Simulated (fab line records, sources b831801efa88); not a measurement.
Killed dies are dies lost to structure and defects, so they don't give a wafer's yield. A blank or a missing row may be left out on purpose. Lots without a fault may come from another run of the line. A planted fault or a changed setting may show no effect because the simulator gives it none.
Which tool did it? | flow gf180mcu | 13 lots, 39 wafers sampled, at 4 steps of a route of 602

WHAT THE GAUGES READ, wafer by wafer
GF_HV_LDD_CD_MEAS_07: target cd 400 nm.
lot  | measured     | on        | cd_nm (nm)
L592 | day 10 00:01 | cd_sem-02 | 403.0 398.1 399.8
L593 | day 10 10:32 | cd_sem-02 | 398.2 398.1 398.9
L594 | day 10 14:58 | cd_sem-02 | 402.3 398.6 400.9
L595 | day 11 05:22 | cd_sem-02 | 402.8 403.8 402.4
L597 | day 11 14:59 | cd_sem-02 | 400.5 401.4 400.2
L598 | day 11 23:16 | cd_sem-01 | 395.7 397.7 396.6
L599 | day 12 02:08 | cd_sem-02 | 399.6 399.1 399.4
L607 | day 14 11:54 | cd_sem-01 | 321.0 320.8 321.1
L610 | day 15 21:47 | cd_sem-01 | 399.1 396.6 398.8
L612 | day 16 04:32 | cd_sem-02 | 401.0 400.7 401.7
L613 | day 16 11:33 | cd_sem-01 | 399.2 399.6 397.6
L614 | day 16 20:51 | cd_sem-02 | 401.1 401.6 400.3
L615 | day 17 02:19 | cd_sem-02 | 401.9 400.1 400.0

GF_V4_OVL_MEAS_15.
lot  | measured     | on         | V4_OVL (nm)
L592 | day 24 10:44 | overlay-01 | 2 -9 -2
L593 | day 24 18:43 | overlay-01 | 1 -7 0
L594 | day 25 03:33 | overlay-01 | 0 -2 -4
L595 | day 25 16:14 | overlay-02 | 0 -1 -8
L597 | day 26 05:51 | overlay-02 | -4 -6 -4
L598 | day 26 13:11 | overlay-02 | 7 -2 3
L599 | day 26 16:54 | overlay-02 | 4 -10 -10
L607 | day 29 03:59 | overlay-02 | 0 6 2
L610 | day 30 10:53 | overlay-01 | -3 1 4
L612 | day 30 17:52 | overlay-01 | 2 -7 1
L613 | day 30 19:20 | overlay-02 | 5 13 7
L614 | day 31 03:23 | overlay-02 | 7 3 1
L615 | day 31 09:47 | overlay-02 | -4 -3 -5

WHICH TOOL RAN EACH LOT (tool, then ch and the chambers of the sampled wafers, then the start)
lot  | GF_HV_LDD_EXPOSE_04                 | GF_M4_METAL_ETCH_16
L592 | iline_stepper-01 ch 0, day 9 15:35  | rie_metal-04 ch 0,1, day 23 10:49
L593 | iline_stepper-02 ch 0, day 10 01:28 | rie_metal-04 ch 0,1, day 23 19:17
L594 | iline_stepper-02 ch 0, day 10 06:17 | rie_metal-04 ch 0,1, day 24 03:50
L595 | iline_stepper-02 ch 0, day 10 20:05 | rie_metal-01 ch 0,1, day 24 17:32
L597 | iline_stepper-02 ch 0, day 11 05:53 | rie_metal-01 ch 0,1, day 25 06:25
L598 | iline_stepper-01 ch 0, day 11 13:35 | rie_metal-01 ch 0,1, day 25 15:26
L599 | iline_stepper-02 ch 0, day 11 16:28 | rie_metal-02 ch 0,1, day 25 19:29
L607 | iline_stepper-02 ch 0, day 14 01:36 | rie_metal-04 ch 0,1, day 28 07:20
L610 | iline_stepper-02 ch 0, day 15 10:40 | rie_metal-02 ch 0,1, day 29 14:26
L612 | iline_stepper-02 ch 0, day 15 18:23 | rie_metal-04 ch 1, day 29 22:04
L613 | iline_stepper-02 ch 0, day 16 00:17 | rie_metal-02 ch 0,1, day 29 23:41
L614 | iline_stepper-02 ch 0, day 16 09:41 | rie_metal-02 ch 0,1, day 30 07:47
L615 | iline_stepper-02 ch 0, day 16 15:34 | rie_metal-04 ch 0,1, day 30 14:32
- GF_HV_LDD_EXPOSE_04: exposes mask Nplus LV AREA, target cd 400 nm.
- GF_M4_METAL_ETCH_16: etches the open film in Cl2/BCl3, stops on SiO2, target depth 750.8 nm, time 125.1 s.

WHAT THE TOOLS THEMSELVES READ (means of the sampled wafers that have a number; where no wafer has one, the mark that the record gives instead)
GF_HV_LDD_EXPOSE_04.
lot  | tool             | reticle_temp_C (C)
L592 | iline_stepper-01 | 23.24
L593 | iline_stepper-02 | 23.08
L594 | iline_stepper-02 | 23.07
L595 | iline_stepper-02 | 22.89
L597 | iline_stepper-02 | 23.19
L598 | iline_stepper-01 | 23.01
L599 | iline_stepper-02 | 22.86
L607 | iline_stepper-02 | 23.01
L610 | iline_stepper-02 | 23.17
L612 | iline_stepper-02 | 23.04
L613 | iline_stepper-02 | 22.94
L614 | iline_stepper-02 | 23.05
L615 | iline_stepper-02 | 23.04

GF_M4_METAL_ETCH_16.
lot  | tool         | drypump_motor_current_A (A) | oes_product_au (a.u.) | throttle_valve_pct (%)
L592 | rie_metal-04 | 5.5                         | 0.991                 | 28.227
L593 | rie_metal-04 | 5.5                         | 0.989                 | 28.243
L594 | rie_metal-04 | 5.7                         | 0.987                 | 28.227
L595 | rie_metal-01 | 5.6                         | 0.994                 | 28.219
L597 | rie_metal-01 | 5.6                         | 0.991                 | 28.230
L598 | rie_metal-01 | 5.3                         | 0.991                 | 28.229
L599 | rie_metal-02 | 5.0                         | 0.985                 | 28.238
L607 | rie_metal-04 | 5.5                         | 0.987                 | 28.225
L610 | rie_metal-02 | 4.9                         | 0.990                 | 28.228
L612 | rie_metal-04 | 5.4                         | 0.993                 | 28.227
L613 | rie_metal-02 | 5.0                         | 0.993                 | 28.228
L614 | rie_metal-02 | 5.0                         | 0.990                 | 28.226
L615 | rie_metal-04 | 5.5                         | 0.996                 | 28.225

THE ANSWER, worked out from the rows above alone
Rule: what is usual is taken from the lots themselves. Put in order of their means at a reading, lots are off if they are a third of the lots or fewer, leave a main group of 4 or more, and stand apart from it by a gap of 3 or more times the standard deviation of the main group's means; of several such gaps the widest counts. A main group whose means are all the same, to the digits that the tables above print for the reading, isn't used. A lot without any number at a reading at which 4 lots or more have one is off too. The other lots that the step has rows for count as sound. The gauges are gone through in route order, then the tools' own readings, and for those a lot's mean is taken as printed above. The first step at which some lot is off is used, and at that step the reading that is off furthest; a lot without a number counts as furthest.
Off: L607, at GF_HV_LDD_CD_MEAS_07 (cd_nm). The main group: mean 399.9 nm, standard deviation 1.6.
A tool fits if, at a process step before that reading, it ran every lot that is off, and no sound lot after the first of them. The gauges at GF_HV_LDD_CD_MEAS_07 are tried like those tools. None of those tried fits.

WHAT THE SIMULATOR HAD PUT IN
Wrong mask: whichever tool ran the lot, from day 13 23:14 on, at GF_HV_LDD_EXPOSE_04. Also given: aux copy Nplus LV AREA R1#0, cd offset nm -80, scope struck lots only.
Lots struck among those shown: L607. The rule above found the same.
